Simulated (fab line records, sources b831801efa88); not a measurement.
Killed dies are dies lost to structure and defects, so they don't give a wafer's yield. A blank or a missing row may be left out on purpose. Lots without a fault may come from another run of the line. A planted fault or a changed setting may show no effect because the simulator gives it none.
Which tool did it? | flow gf180mcu | 12 lots, 36 wafers sampled, at 5 steps of a route of 602

WHAT THE GAUGES READ, wafer by wafer
GF_M3_OVL_MEAS_15. Usual: M3_OVL 0 nm, standard deviation 6.
lot  | measured     | on         | M3_OVL (nm) | flag
L606 | day 21 13:29 | overlay-02 | -12 -5 -12  |
L608 | day 22 12:44 | overlay-01 | -4 -10 -7   |
L609 | day 23 02:53 | overlay-01 | -5 -4 -4    |
L618 | day 26 03:19 | overlay-01 | 0 12 4      |
L621 | day 26 22:08 | overlay-01 | -5 -12 -13  |
L622 | day 27 03:44 | overlay-01 | 0 1 7       |
L623 | day 27 12:55 | overlay-02 | 7 2 4       |
L624 | day 27 16:04 | overlay-02 | -3 -4 -7    |
L625 | day 28 05:24 | overlay-02 | 3 -4 -2     |
L626 | day 28 07:10 | overlay-01 | 13 10 -4    |
L627 | day 28 14:19 | overlay-02 | 5 8 -3      |
L628 | day 29 00:41 | overlay-02 | -7 -4 2     |

GF_V3_THK_MEAS_03. Usual: V3_CVD_02_THK 849 nm, standard deviation 12.
lot  | measured     | on            | V3_CVD_02_THK (nm) | flag
L606 | day 21 14:34 | film_metro-02 | 870 854 866        |
L608 | day 22 13:45 | film_metro-04 | 830 657 674        | OFF
L609 | day 23 03:49 | film_metro-02 | 841 849 670        | OFF
L618 | day 26 04:13 | film_metro-03 | 852 853 878        |
L621 | day 26 23:03 | film_metro-04 | 839 838 865        |
L622 | day 27 04:38 | film_metro-04 | 848 847 867        |
L623 | day 27 13:49 | film_metro-02 | 849 842 840        |
L624 | day 27 17:05 | film_metro-04 | 840 847 858        |
L625 | day 28 06:25 | film_metro-03 | 851 857 854        |
L626 | day 28 08:14 | film_metro-02 | 848 843 872        |
L627 | day 28 15:15 | film_metro-04 | 829 849 846        |
L628 | day 29 01:37 | film_metro-04 | 839 844 852        |

WHICH TOOL RAN EACH LOT (tool, then ch and the chambers of the sampled wafers, then the start)
lot  | GF_V2_SPUTTER_21             | GF_M3_SPUTTER_00             | GF_V3_CVD_02
L606 | pvd_sputter-02, day 20 12:49 | pvd_sputter-04, day 20 13:31 | pecvd-01 ch 0,1,2, day 21 14:29
L608 | pvd_sputter-02, day 21 12:19 | pvd_sputter-04, day 21 13:00 | pecvd-01 ch 0,2, day 22 13:41
L609 | pvd_sputter-03, day 22 03:16 | pvd_sputter-03, day 22 03:58 | pecvd-01 ch 0,1,2, day 23 03:45
L618 | pvd_sputter-01, day 25 05:28 | pvd_sputter-03, day 25 06:10 | pecvd-04 ch 0,1,2, day 26 04:09
L621 | pvd_sputter-02, day 26 00:28 | pvd_sputter-01, day 26 01:09 | pecvd-03 ch 1,2, day 26 22:58
L622 | pvd_sputter-02, day 26 06:20 | pvd_sputter-04, day 26 07:01 | pecvd-01 ch 0,1,2, day 27 04:34
L623 | pvd_sputter-01, day 26 15:11 | pvd_sputter-03, day 26 15:52 | pecvd-01 ch 0,1,2, day 27 13:44
L624 | pvd_sputter-01, day 26 18:31 | pvd_sputter-03, day 26 19:12 | pecvd-03 ch 0,1, day 27 17:01
L625 | pvd_sputter-02, day 27 08:23 | pvd_sputter-01, day 27 09:04 | pecvd-01 ch 0,2, day 28 06:20
L626 | pvd_sputter-03, day 27 09:38 | pvd_sputter-01, day 27 10:20 | pecvd-03 ch 0,2, day 28 08:10
L627 | pvd_sputter-03, day 27 16:52 | pvd_sputter-01, day 27 17:34 | pecvd-04 ch 0,1, day 28 15:11
L628 | pvd_sputter-01, day 28 04:08 | pvd_sputter-04, day 28 05:01 | pecvd-01 ch 1,2, day 29 01:32
- GF_V2_SPUTTER_21: material Ti, target thk 15 nm, time 80.02 s.
- GF_M3_SPUTTER_00: material Ti, target thk 37.5 nm, time 150 s.
- GF_V3_CVD_02: deposits SiO2 from TEOS, target thk 850 nm, time 94.851 s.

WHAT THE TOOLS THEMSELVES READ (means of the sampled wafers that have a number; where no wafer has one, the mark that the record gives instead)
GF_V2_SPUTTER_21. Usual: throttle_valve_pct 30.2 %, standard deviation 0.88.
lot  | tool           | throttle_valve_pct (%) | flag
L606 | pvd_sputter-02 | 31.1                   |
L608 | pvd_sputter-02 | 31.0                   |
L609 | pvd_sputter-03 | 29.6                   |
L618 | pvd_sputter-01 | 29.7                   |
L621 | pvd_sputter-02 | 31.0                   |
L622 | pvd_sputter-02 | 31.0                   |
L623 | pvd_sputter-01 | 29.5                   |
L624 | pvd_sputter-01 | 30.7                   |
L625 | pvd_sputter-02 | 30.5                   |
L626 | pvd_sputter-03 | 29.5                   |
L627 | pvd_sputter-03 | 29.3                   |
L628 | pvd_sputter-01 | 29.5                   |

GF_M3_SPUTTER_00. Usual: throttle_valve_pct 29.7 %, standard deviation 0.62.
lot  | tool           | throttle_valve_pct (%) | flag
L606 | pvd_sputter-04 | 29.4                   |
L608 | pvd_sputter-04 | 29.2                   |
L609 | pvd_sputter-03 | 29.5                   |
L618 | pvd_sputter-03 | 29.9                   |
L621 | pvd_sputter-01 | 29.3                   |
L622 | pvd_sputter-04 | 29.4                   |
L623 | pvd_sputter-03 | 29.4                   |
L624 | pvd_sputter-03 | 30.2                   |
L625 | pvd_sputter-01 | 30.2                   |
L626 | pvd_sputter-01 | 30.3                   |
L627 | pvd_sputter-01 | 29.4                   |
L628 | pvd_sputter-04 | 29.3                   |

GF_V3_CVD_02. Usual: heater_power_w 696 W, standard deviation 87; run_length_s 122.6 s, standard deviation 0.6; susceptor_temp_C 400.00 C, standard deviation 0.24.
lot  | tool     | heater_power_w (W) | run_length_s (s) | susceptor_temp_C (C) | flag
L606 | pecvd-01 | 678                | 122.3            | 399.91               |
L608 | pecvd-01 | 755                | 109.2            | 400.27               | OFF
L609 | pecvd-01 | 757                | 115.2            | 399.76               | OFF
L618 | pecvd-04 | 732                | 122.8            | 399.96               |
L621 | pecvd-03 | 708                | 122.8            | 400.42               |
L622 | pecvd-01 | 756                | 122.1            | 399.98               |
L623 | pecvd-01 | 699                | 122.3            | 399.96               |
L624 | pecvd-03 | 639                | 122.6            | 399.80               |
L625 | pecvd-01 | 653                | 121.9            | 400.02               |
L626 | pecvd-03 | 636                | 123.0            | 399.85               |
L627 | pecvd-04 | 684                | 122.9            | 400.27               |
L628 | pecvd-01 | 798                | 122.4            | 399.77               |

THE ANSWER, worked out from the rows above alone
Rule: a lot is off if the mean of its wafers that have a number lies more than 3 standard deviations from the usual mean. A lot without any number at a reading at which 4 lots or more have one is off too. The other lots that the step has rows for count as sound. The gauges are gone through in route order, then the tools' own readings, and for those a lot's mean is taken as printed above. The first step at which some lot is off is used, and at that step the reading that is off furthest; a lot without a number counts as furthest.
Off: L608, L609, at GF_V3_THK_MEAS_03 (V3_CVD_02_THK).
A tool fits if, at a process step before that reading, it ran every lot that is off, and no sound lot after the first of them. The gauges at GF_V3_THK_MEAS_03 aren't tried: what is off there is off at GF_V3_CVD_02 too, on other tools, and a gauge's error can't cause that. None of those tried fits.

WHAT THE SIMULATOR HAD PUT IN
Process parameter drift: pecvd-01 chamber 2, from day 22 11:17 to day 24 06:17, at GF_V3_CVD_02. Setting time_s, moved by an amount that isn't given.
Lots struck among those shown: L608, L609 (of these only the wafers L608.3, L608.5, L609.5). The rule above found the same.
